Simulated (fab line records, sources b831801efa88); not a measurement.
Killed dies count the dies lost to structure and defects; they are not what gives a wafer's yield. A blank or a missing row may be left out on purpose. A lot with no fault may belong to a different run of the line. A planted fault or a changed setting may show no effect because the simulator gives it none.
Comparing a struck lot with a sound one    flow sky130    23 steps out of a route of 708
Sound: these wafers, L630.1, L630.2, L630.4. Struck: wafer L633.3 (L633.4, L633.5, from the same lot, were not struck and are left out); the cause is given at the end.
Order at every step that has rows: each side's tool, ch and its chambers, its first start. Under that, the readings that differ: sound wafers    struck wafers    difference of the means    sigmas: that difference in standard deviations of wafers without a fault.
alike: words and numbers the same on both sides, and readings whose means are apart by under 2 such deviations; not compared: readings that were withheld, readings missing a value for some wafer, numbers with overlapping values and no deviation given by the record, and bounds like >300 which may hide the same value.
A row with sigmas, a row that says differs or no value, or rows on one side alone: a step with any of these is where the two part. Numbers that don't overlap but have no deviation are shown without sigmas and don't part them. Lack of a reading on every wafer of one side parts them only where that side has two or more wafers.

SKY_METAL1_ETCH_18: etches BARC in N2/H2, stops on SiO2, time 45.9 s, target depth 60 nm.
  sound on rieMetal-03 ch 0,1, day 36 13:26; struck on rieMetal-01 ch 0, day 38 00:29
reading              sound              struck  difference  sigmas
oesProductAu (a.u.)  0.848 0.857 0.845  0.862   +0.012      +3
  alike: drypumpMotorCurrentA, h2FlowSccm, throttleValvePct
  not compared: rfHoursCounterH
SKY_METAL1_METAL_ETCH_19: etches the open film in Cl2/BCl3, stops on SiO2, target depth 360 nm, time 78 s.
  sound on rieMetal-03 ch 0,1, day 36 13:30; struck on rieMetal-01 ch 0, day 38 00:37
  alike: drypumpMotorCurrentA, oesProductAu, throttleValvePct
  not compared: rfHoursCounterH
SKY_METAL1_STRIP_20: strips in O2/N2.
  sound on plasmaAsher-01 ch 0,1, day 36 13:35; struck on plasmaAsher-04 ch 1, day 38 00:47
  alike: drypumpMotorCurrentA, oesProductAu, stripTimeToEndpointS
  not compared: rfHoursCounterH
then, 4 steps without rows for these wafers: SKY_METAL1_STRIP_21 (strips in post etch residue remover, time 1200 s); SKY_METAL1_CLEAN_22 (cleans in IPA, time 180 s); SKY_METAL1_CLEAN_23 (cleans in O3/DIW); SKY_VIA1_HDPCVD_00 (deposits SiO2, target thk 1030 nm, time 171.7 s).
SKY_VIA1_THK_MEAS_01:
  sound on filmMetro-03 at day 36 14:26; struck on filmMetro-02 at day 38 01:29
  alike: VIA1_HDPCVD_THK
SKY_VIA1_CMP_02: polishes SiO2.
  sound on cmp-02 ch 0,1,3, day 36 14:32; struck on cmp-02 ch 3, day 38 01:34
  alike: motorCurrentA
SKY_VIA1_BOW_MEAS_03:
  sound on filmMetro-01 at day 36 14:47; struck on filmMetro-01 at day 38 01:52
  alike: VIA1_BOW
then, 2 steps without rows for these wafers: SKY_VIA1_DEHYDRATE_04 (time 60 s); SKY_VIA1_HMDS_05 (prime time 60 s).
SKY_VIA1_COAT_06: resist thk 60 nm.
  sound on lithoTrack-04 ch 0, day 37 04:03; struck on lithoTrack-04 ch 0, day 38 14:12
  not compared: chillPlateTempC
then, 5 steps without rows for these wafers: SKY_VIA1_COAT_07 (resist thk 450 nm); SKY_VIA1_SOFTBAKE_08 (time 90 s); SKY_VIA1_EXPOSE_09 (exposes mask VIM, target cd 150 nm); SKY_VIA1_PEB_10; SKY_VIA1_DEVELOP_11 (develop time 60 s).
SKY_VIA1_CD_MEAS_12: target cd 150 nm.
  sound on cdSem-01 at day 37 17:09; struck on cdSem-01 at day 39 02:08
  alike: cdNm
SKY_VIA1_OVL_MEAS_13:
  sound on overlay-02 at day 37 17:16; struck on overlay-01 at day 39 02:14
  alike: VIA1_OVL
SKY_VIA1_ETCH_14: etches BARC in N2/H2, stops on SiO2, time 45.9 s, target depth 60 nm.
  sound on rieDiel-02 ch 0,1,3, day 37 17:19; struck on rieDiel-02 ch 2, day 39 02:15
reading                  sound             struck  difference  sigmas
rfHoursCounterH (h)      7 7 7             6       -1          
model.etch.depthNm (nm)  59.92 59.95 59.8  60.93   +1.04       
  alike: drypumpMotorCurrentA, h2FlowSccm, oesProductAu, throttleValvePct
SKY_VIA1_ETCH_15: etches SiO2 in C4F8/O2/Ar, stops on TiN, target depth 351 nm, time 54 s.
  sound on rieDiel-02 ch 0,1,3, day 37 17:21; struck on rieDiel-02 ch 2, day 39 02:17
reading              sound  struck  difference  sigmas
rfHoursCounterH (h)  7 7 7  6       -1          
  alike: oesProductAu
-- the record jumps here: 11 days lie between the struck wafers' starts before and after (it left off in module VIA1 and takes up again in module PAD_OPEN, whose first step shown is number 708 of the route) --
SKY_PAD_OPEN_PROBE_99:
  sound on prober-01 at day 48 17:38; struck on prober-02 at day 49 18:02
reading           sound  struck  difference  sigmas
killedAtContacts  28     16      -12         -2
  alike: defectLimitedYield, killed_at_M0_to_M3, killed_at_M4_up, killedAtFrontEnd, killedAtOther, killedDies, killedOpen, killedShort, sort_bin_3_pad_short, sort_bin_5_function, sort_bin_6_memory, sortNPass, sortYieldPct

## WHERE THEY PART
At SKY_METAL1_ETCH_18 first; at SKY_PAD_OPEN_PROBE_99 last (within this record only).

WHY: what the simulator had put in
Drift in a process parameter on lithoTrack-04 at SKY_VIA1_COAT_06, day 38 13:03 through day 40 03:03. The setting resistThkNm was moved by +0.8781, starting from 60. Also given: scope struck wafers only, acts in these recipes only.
